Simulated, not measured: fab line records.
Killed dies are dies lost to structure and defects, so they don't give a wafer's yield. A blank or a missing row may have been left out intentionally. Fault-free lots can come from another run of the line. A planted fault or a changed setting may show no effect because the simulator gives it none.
Which tool is to blame? ; flow sfq-line ; Sampling: 14 lots, 42 wafers, 3 of 325 route steps

== WHAT THE GAUGES SHOWED, per wafer ==
SFQ_M1_OVL_MEAS_911.
lot;measured;on;M1_OVL (nm)
L145;day 24 06:35;overlay-01;5 3 8
L146;day 24 22:19;overlay-02;1 4 4
L148;day 25 22:47;overlay-01;-4 0 -5
L150;day 26 14:23;overlay-02;6 4 13
L151;day 27 05:18;overlay-01;- - -
L152;day 27 16:54;overlay-02;- - -
L154;day 27 22:54;overlay-01;-5 -1 -2
L157;day 29 05:22;overlay-01;-10 -3 -3
L159;day 29 19:46;overlay-02;3 3 10
L161;day 30 07:46;overlay-01;-1 -10 -4
L162;day 31 06:41;overlay-01;0 1 4
L163;day 31 16:17;overlay-01;-6 0 -5
L166;day 33 03:05;overlay-01;1 0 -4
L167;day 33 11:29;overlay-02;-3 3 2

== WHAT TOOL EACH LOT RAN ON (gives the tool, then ch and the chambers of the sampled wafers, and finally the start) ==
lot;SFQ_TRILAYER_L0_STRIP_STRIP_009;SFQ_TRILAYER_M1_LITHO_PEB_042
L145;rie-metal-01 ch 0,1, day 4 18:01;litho-track-04 ch 0, day 24 06:17
L146;rie-metal-01 ch 0,1, day 5 00:13;litho-track-03 ch 0, day 24 22:03
L148;rie-metal-01 ch 0,1, day 5 11:31;litho-track-01 ch 0, day 25 22:29
L150;rie-metal-04 ch 1, day 5 22:19;litho-track-03 ch 0, day 26 14:05
L151;rie-metal-03 ch 0,1, day 6 01:55;litho-track-03, day 27 05:00
L152;rie-metal-01 ch 0,1, day 6 08:58;litho-track-03, day 27 16:36
L154;rie-metal-04 ch 0,1, day 6 19:46;litho-track-03 ch 0, day 27 22:36
L157;rie-metal-01 ch 0,1, day 7 06:34;litho-track-04 ch 0, day 29 05:04
L159;rie-metal-01 ch 0,1, day 7 20:45;litho-track-03 ch 0, day 29 19:28
L161;rie-metal-03 ch 0,1, day 8 08:45;litho-track-04 ch 0, day 30 07:28
L162;rie-metal-03 ch 0,1, day 8 18:16;litho-track-03 ch 0, day 31 06:25
L163;rie-metal-04 ch 0,1, day 9 01:40;litho-track-03 ch 0, day 31 16:02
L166;rie-metal-01 ch 0,1, day 10 03:47;litho-track-03 ch 0, day 33 02:47
L167;rie-metal-04 ch 0,1, day 10 10:59;litho-track-01 ch 0, day 33 11:11
- SFQ_TRILAYER_L0_STRIP_STRIP_009: strips in O2.
- SFQ_TRILAYER_M1_LITHO_PEB_042: peb time 60 s.

== WHAT THE TOOLS THEMSELVES READ (means of the sampled wafers that have a number; where no wafer has one, the mark that the record gives instead) ==
SFQ_TRILAYER_L0_STRIP_STRIP_009.
lot;tool;chamber-pressure-mTorr (mTorr);drypump-motor-current-A (A);oes-product-au (a.u.)
L145;rie-metal-01;49.99;5.61;0.995
L146;rie-metal-01;49.98;5.60;0.999
L148;rie-metal-01;50.02;5.59;0.994
L150;rie-metal-04;50.02;5.94;1.000
L151;rie-metal-03;50.00;6.15;1.002
L152;rie-metal-01;50.04;5.60;1.008
L154;rie-metal-04;50.00;5.84;0.995
L157;rie-metal-01;50.00;5.60;1.009
L159;rie-metal-01;50.01;5.60;1.003
L161;rie-metal-03;49.98;6.16;0.996
L162;rie-metal-03;50.02;6.30;1.005
L163;rie-metal-04;50.02;5.88;1.001
L166;rie-metal-01;50.01;5.60;0.995
L167;rie-metal-04;50.01;5.84;1.007

SFQ_TRILAYER_M1_LITHO_PEB_042.
lot;tool;chill-plate-temp-C (C);exhaust-pa (Pa)
L145;litho-track-04;23.07;45.1
L146;litho-track-03;22.89;44.8
L148;litho-track-01;22.99;44.1
L150;litho-track-03;23.02;44.9
L151;litho-track-03;-;-
L152;litho-track-03;-;-
L154;litho-track-03;22.98;45.7
L157;litho-track-04;22.96;45.2
L159;litho-track-03;23.01;45.4
L161;litho-track-04;22.96;45.2
L162;litho-track-03;22.93;45.8
L163;litho-track-03;23.01;46.1
L166;litho-track-03;23.01;44.5
L167;litho-track-01;23.11;45.1

== THE ANSWER, worked out from the rows above alone ==
Rule: usual is defined by the lots themselves. The widest of any qualifying gaps counts: lots, ordered by their means at a reading, are off when they make up no more than a third of the lots, leave a main group of 4 or more, and stand apart from it by 3 or more times the standard deviation of that group's means. If all means in a main group match to the digits the tables above print for the reading, that group is not used. A lot without any number at a reading at which 4 lots or more have one is off too. The other lots that the step has rows for count as sound. First the gauges in route order, then the tools' own readings, where a lot's mean is used as printed above. The first step at which some lot is off is used, and at that step the reading that is off furthest; a lot without a number counts as furthest.
Off: L151, L152, at SFQ_M1_OVL_MEAS_911 (M1_OVL). Without a number there: L151, L152. Mean 0 nm and standard deviation 4.2 in the main group.
If a tool, at a process step before that reading, ran all the lots that are off and no sound lot after the first of them, it fits. Not tried: the gauges at SFQ_M1_OVL_MEAS_911; whatever is off there is also off at SFQ_TRILAYER_M1_LITHO_PEB_042, on other tools, and gauge error can't account for it. No candidate that was tried fits.

== WHAT WAS PUT IN BY THE SIMULATOR ==
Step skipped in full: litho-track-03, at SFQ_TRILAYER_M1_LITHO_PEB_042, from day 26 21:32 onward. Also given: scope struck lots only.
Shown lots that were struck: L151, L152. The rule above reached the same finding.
